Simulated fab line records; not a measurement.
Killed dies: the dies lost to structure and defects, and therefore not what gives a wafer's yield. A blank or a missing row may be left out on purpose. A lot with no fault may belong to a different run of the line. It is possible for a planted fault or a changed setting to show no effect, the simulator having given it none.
Split-lot experiment || flow sky130 || 23 wafers read from 5 lots, route of 708 steps

## THE SPLIT ITSELF
At SKY_LDD_LDN_IMPLANT_09, the setting energy kev was moved away from the recipe's 15 on 10 of the 23 wafers read, by -5.5% to +3.1%. For the rest of the wafers, this setting stayed at what the recipe calls for.

The reading is taken at the split's own step.

## THE READING
implant.drp nm (the simulator's own value, which no gauge read), in nm, at SKY_LDD_LDN_IMPLANT_09. The file does not state a usual value for it.

{"wafer": "L074.1", "tool, chamber at the split": "implanter-01, 0", "energy kev as run": 15, "against the recipe": "recipe", "implant.drp nm, nm": 5.933, "against lot-mates on the recipe": "-"}
{"wafer": "L074.4", "tool, chamber at the split": "implanter-01, 0", "energy kev as run": 15, "against the recipe": "recipe", "implant.drp nm, nm": 5.933, "against lot-mates on the recipe": "-"}
{"wafer": "L074.6", "tool, chamber at the split": "implanter-01, 0", "energy kev as run": 15, "against the recipe": "recipe", "implant.drp nm, nm": 5.933, "against lot-mates on the recipe": "-"}
{"wafer": "L074.3", "tool, chamber at the split": "implanter-01, 0", "energy kev as run": 15.46, "against the recipe": "+3.1%", "implant.drp nm, nm": 6.054, "against lot-mates on the recipe": "+0.121"}
{"wafer": "L074.5", "tool, chamber at the split": "implanter-01, 0", "energy kev as run": 15.46, "against the recipe": "+3.1%", "implant.drp nm, nm": 6.054, "against lot-mates on the recipe": "+0.121"}
{"wafer": "L079.1", "tool, chamber at the split": "implanter-03, 0", "energy kev as run": 15, "against the recipe": "recipe", "implant.drp nm, nm": 5.933, "against lot-mates on the recipe": "-"}
{"wafer": "L079.3", "tool, chamber at the split": "implanter-03, 0", "energy kev as run": 15, "against the recipe": "recipe", "implant.drp nm, nm": 5.933, "against lot-mates on the recipe": "-"}
{"wafer": "L079.4", "tool, chamber at the split": "implanter-03, 0", "energy kev as run": 15, "against the recipe": "recipe", "implant.drp nm, nm": 5.933, "against lot-mates on the recipe": "-"}
{"wafer": "L079.5", "tool, chamber at the split": "implanter-03, 0", "energy kev as run": 14.49, "against the recipe": "-3.4%", "implant.drp nm, nm": 5.793, "against lot-mates on the recipe": -0.140}
{"wafer": "L079.6", "tool, chamber at the split": "implanter-03, 0", "energy kev as run": 14.49, "against the recipe": "-3.4%", "implant.drp nm, nm": 5.793, "against lot-mates on the recipe": -0.140}
{"wafer": "L081.2", "tool, chamber at the split": "implanter-03, 0", "energy kev as run": 14.48, "against the recipe": "-3.5%", "implant.drp nm, nm": 5.79, "against lot-mates on the recipe": -0.143}
{"wafer": "L081.3", "tool, chamber at the split": "implanter-03, 0", "energy kev as run": 14.48, "against the recipe": "-3.5%", "implant.drp nm, nm": 5.79, "against lot-mates on the recipe": -0.143}
{"wafer": "L081.5", "tool, chamber at the split": "implanter-03, 0", "energy kev as run": 14.48, "against the recipe": "-3.5%", "implant.drp nm, nm": 5.79, "against lot-mates on the recipe": -0.143}
{"wafer": "L081.4", "tool, chamber at the split": "implanter-03, 0", "energy kev as run": 15, "against the recipe": "recipe", "implant.drp nm, nm": 5.933, "against lot-mates on the recipe": "-"}
{"wafer": "L081.6", "tool, chamber at the split": "implanter-03, 0", "energy kev as run": 15, "against the recipe": "recipe", "implant.drp nm, nm": 5.933, "against lot-mates on the recipe": "-"}
{"wafer": "L084.1", "tool, chamber at the split": "implanter-03, 0", "energy kev as run": 14.18, "against the recipe": "-5.5%", "implant.drp nm, nm": 5.707, "against lot-mates on the recipe": -0.226}
{"wafer": "L084.5", "tool, chamber at the split": "implanter-03, 0", "energy kev as run": 14.18, "against the recipe": "-5.5%", "implant.drp nm, nm": 5.707, "against lot-mates on the recipe": -0.226}
{"wafer": "L084.6", "tool, chamber at the split": "implanter-03, 0", "energy kev as run": 14.18, "against the recipe": "-5.5%", "implant.drp nm, nm": 5.707, "against lot-mates on the recipe": -0.226}
{"wafer": "L084.2", "tool, chamber at the split": "implanter-03, 0", "energy kev as run": 15, "against the recipe": "recipe", "implant.drp nm, nm": 5.933, "against lot-mates on the recipe": "-"}
{"wafer": "L084.4", "tool, chamber at the split": "implanter-03, 0", "energy kev as run": 15, "against the recipe": "recipe", "implant.drp nm, nm": 5.933, "against lot-mates on the recipe": "-"}
{"wafer": "L085.2", "tool, chamber at the split": "implanter-02, 0", "energy kev as run": 15, "against the recipe": "recipe", "implant.drp nm, nm": 5.933, "against lot-mates on the recipe": "-"}
{"wafer": "L085.3", "tool, chamber at the split": "implanter-02, 0", "energy kev as run": 15, "against the recipe": "recipe", "implant.drp nm, nm": 5.933, "against lot-mates on the recipe": "-"}
{"wafer": "L085.6", "tool, chamber at the split": "implanter-02, 0", "energy kev as run": 15, "against the recipe": "recipe", "implant.drp nm, nm": 5.933, "against lot-mates on the recipe": "-"}

FIT RESULTS
A straight line over all 23 wafers: implant.drp nm changes by +0.0409 nm for each +1% of energy kev; r = +1.00; the points scatter about the line by 0.0014 nm.
The same after taking each lot's own level away (the mean of its wafers on the recipe; 23 wafers): +0.0409 nm for each +1%; r = +1.00; scatter 0.0014 nm.
That fit puts the effect of the largest move of energy kev on the reading at 0.22 nm.
The lots' own levels span 5.9330 to 5.9330 nm.
Consequently the slope shifts little with the lot-to-lot level, the two slopes agreeing.
Check: with one of the wafers moved furthest among these (-5.5%) left out of the fit, the line predicts -0.224 nm for it against its lot-mates. Against them it came out at -0.226 nm.

## ADDITIONAL SPLITS CARRIED BY THESE WAFERS
Before the reading, these wafers also passed through other splits. Each is held against what the fit with the lots' levels taken away leaves over:
{"other split on the same wafers": "SKY_VT_ADJUST_HVTR_EXPOSE_04 dose mj", "wafers away from the commonest value": 8, "r with implant.drp nm (lot level and that fit taken away)": -0.11}
{"other split on the same wafers": "SKY_SONOS_TUNNEL_DEVELOP_06 develop time s", "wafers away from the commonest value": 7, "r with implant.drp nm (lot level and that fit taken away)": -0.09}
{"other split on the same wafers": "SKY_SONOS_ONO_COAT_08 resist thk nm", "wafers away from the commonest value": 7, "r with implant.drp nm (lot level and that fit taken away)": "+0.17"}
{"other split on the same wafers": "SKY_SONOS_ONO_ETCH_15 source w", "wafers away from the commonest value": 8, "r with implant.drp nm (lot level and that fit taken away)": "+0.00"}
{"other split on the same wafers": "SKY_GATE_OXIDE_IMPLANT_11 dose cm2", "wafers away from the commonest value": 5, "r with implant.drp nm (lot level and that fit taken away)": "+0.15"}
{"other split on the same wafers": "SKY_POLY_GATE_OXIDATION_20 ox time s", "wafers away from the commonest value": 15, "r with implant.drp nm (lot level and that fit taken away)": "+0.25"}
{"other split on the same wafers": "SKY_LDD_P_IMPLANT_09 dose cm2", "wafers away from the commonest value": 8, "r with implant.drp nm (lot level and that fit taken away)": "+0.56"}
{"other split on the same wafers": "SKY_LDD_HVN_STRIP_09 power w", "wafers away from the commonest value": 5, "r with implant.drp nm (lot level and that fit taken away)": "+0.23"}

## FILE'S OWN FIT
implant.drp nm changes by +0.041 nm for each +1% of energy kev, r = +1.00.
